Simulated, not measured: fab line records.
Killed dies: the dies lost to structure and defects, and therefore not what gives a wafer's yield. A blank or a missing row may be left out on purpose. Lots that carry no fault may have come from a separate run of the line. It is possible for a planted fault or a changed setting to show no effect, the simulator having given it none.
Which tool was responsible? | flow gf180mcu | 18 wafers from 6 lots sampled at 3 of the route's 602 steps

## WHAT THE GAUGES SHOWED, per wafer
GF_VT_IMPLANT_TW_MEAS_10.
lot  | measured     | on            | VT_IMPLANT_TW
L114 | day 6 03:28  | film_metro-02 | 569 568 572
L116 | day 6 14:15  | film_metro-02 | 568 572 568
L119 | day 7 08:34  | film_metro-02 | 570 567 566
L122 | day 8 06:13  | film_metro-01 | 563 564 563
L130 | day 10 07:08 | film_metro-02 | 566 564 567
L133 | day 10 22:44 | film_metro-01 | 564 562 561

## WHAT TOOL EACH LOT RAN ON (gives the tool, then ch and the chambers of the sampled wafers, and finally the start)
lot  | GF_STI_CMP_25                | GF_MVSD_STRIP_10
L114 | cmp-01 ch 1,2,3, day 2 14:04 | plasma_asher-04 ch 0,1, day 4 22:37
L116 | cmp-01 ch 0,1,3, day 3 00:20 | plasma_asher-01 ch 0, day 5 08:46
L119 | cmp-02 ch 0,1,3, day 3 15:22 | plasma_asher-03 ch 0,1, day 6 01:51
L122 | cmp-01 ch 0,1,2, day 4 07:40 | plasma_asher-04 ch 0,1, day 6 21:37
L130 | cmp-01 ch 1,2,3, day 6 01:53 | plasma_asher-04 ch 0,1, day 8 21:05
L133 | cmp-01 ch 0,1, day 6 17:11   | plasma_asher-04 ch 0,1, day 9 13:50
- GF_STI_CMP_25: polishes, stops on Si3N4, t overpolish 33 s, target thk 524.6 nm.
- GF_MVSD_STRIP_10: strips in O2/N2.

## THE ANSWER, worked out from the rows above alone
Rule: usual is defined by the lots themselves. Put in order of their means at a reading, lots are off if they are a third of the lots or fewer, leave a main group of 4 or more, and stand apart from it by a gap of 3 or more times the standard deviation of the main group's means; of several such gaps the widest counts. A main group is skipped when, at the precision printed for the reading in the tables above, its means are all equal. A lot without any number at a reading at which 4 lots or more have one is off too. The other lots that the step has rows for count as sound.
Across all readings shown, no lot is off: no conclusion can be drawn from this.

## WHAT THE SIMULATOR HAD INSERTED
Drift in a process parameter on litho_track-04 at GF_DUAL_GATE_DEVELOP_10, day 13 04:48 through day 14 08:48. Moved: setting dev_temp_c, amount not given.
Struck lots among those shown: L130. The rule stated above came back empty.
